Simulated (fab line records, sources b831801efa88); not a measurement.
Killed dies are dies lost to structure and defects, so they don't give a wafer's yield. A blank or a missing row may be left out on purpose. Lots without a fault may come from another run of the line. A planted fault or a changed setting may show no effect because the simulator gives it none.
One fault seen from 2 desks | flow sky130 | each desk has only its own numbers; what lay behind them comes last

THE METROLOGY DESK
What the gauges read, lot by lot, whatever tool the lot ran on: means of the sampled wafers that have a number. A lot is out of limits, marked OUT, if its mean lies more than 4 standard deviations from the usual mean; the brackets give that distance.
Columns: A = LDD_HVN_OVL at SKY_LDD_HVN_OVL_MEAS_07, usual -0.7 nm; B = LDD_HVN_TW at SKY_LDD_HVN_TW_MEAS_10, usual 1460; C = LDD_HVP_OVL at SKY_LDD_HVP_OVL_MEAS_07, usual 0.6 nm
lot  | first seen here | A    | B    | C
L927 | day 21 10:14    | -1.5 | 1444 | 0.4
L928 | day 21 22:08    | -0.5 | 1441 | 0.9
L931 | day 23 01:47    | 0.8  | 1444 | -0.4
L940 | day 26 06:35    | -0.5 | 1464 | 1.0
L941 | day 26 17:32    | -2.8 | 1480 | -0.4
L942 | day 27 00:08    | 0.6  | 1469 | 0.8
This desk's finding: nothing out of limits on any of the 6 lots.

THE TOOL OWNER'S DESK: implanter-03
The tool's own readings at SKY_LDD_HVP_IMPLANT_08: means of the sampled wafers that have a number, for each lot that ran on this tool. A lot is out of limits, marked OUT, if its mean lies more than 4 standard deviations from the usual mean; the brackets give that distance.
Columns: A = beam_energy_keV at SKY_LDD_HVP_IMPLANT_08, usual 19.999
lot  | first seen here | A
L928 | day 23 04:14    | 19.995
L941 | day 27 22:43    | 21.113 (+99 or more) OUT
L942 | day 28 05:40    | 21.114 (+99 or more) OUT
This desk's finding: out of limits on L941, L942; first on L941, day 27 22:43 (beam_energy_keV at SKY_LDD_HVP_IMPLANT_08). In limits: L928.

PUT TOGETHER
The tool owner's desk could have raised an alarm at day 27 22:43, on L941, L942.
The metrology desk saw nothing out of limits.
The metrology desk has L941, L942 on record, within its limits.
Of the lots named, all ran SKY_LDD_HVP_IMPLANT_08 on implanter-03.

WHAT THE SIMULATOR HAD PUT IN
Process parameter drift: implanter-03, from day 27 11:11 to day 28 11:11, at SKY_LDD_HVP_IMPLANT_08. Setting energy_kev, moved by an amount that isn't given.
Lots struck among those shown: L941, L942.
Hours from the fault's start to each desk's first reading out of limits: the tool owner's desk, 12.
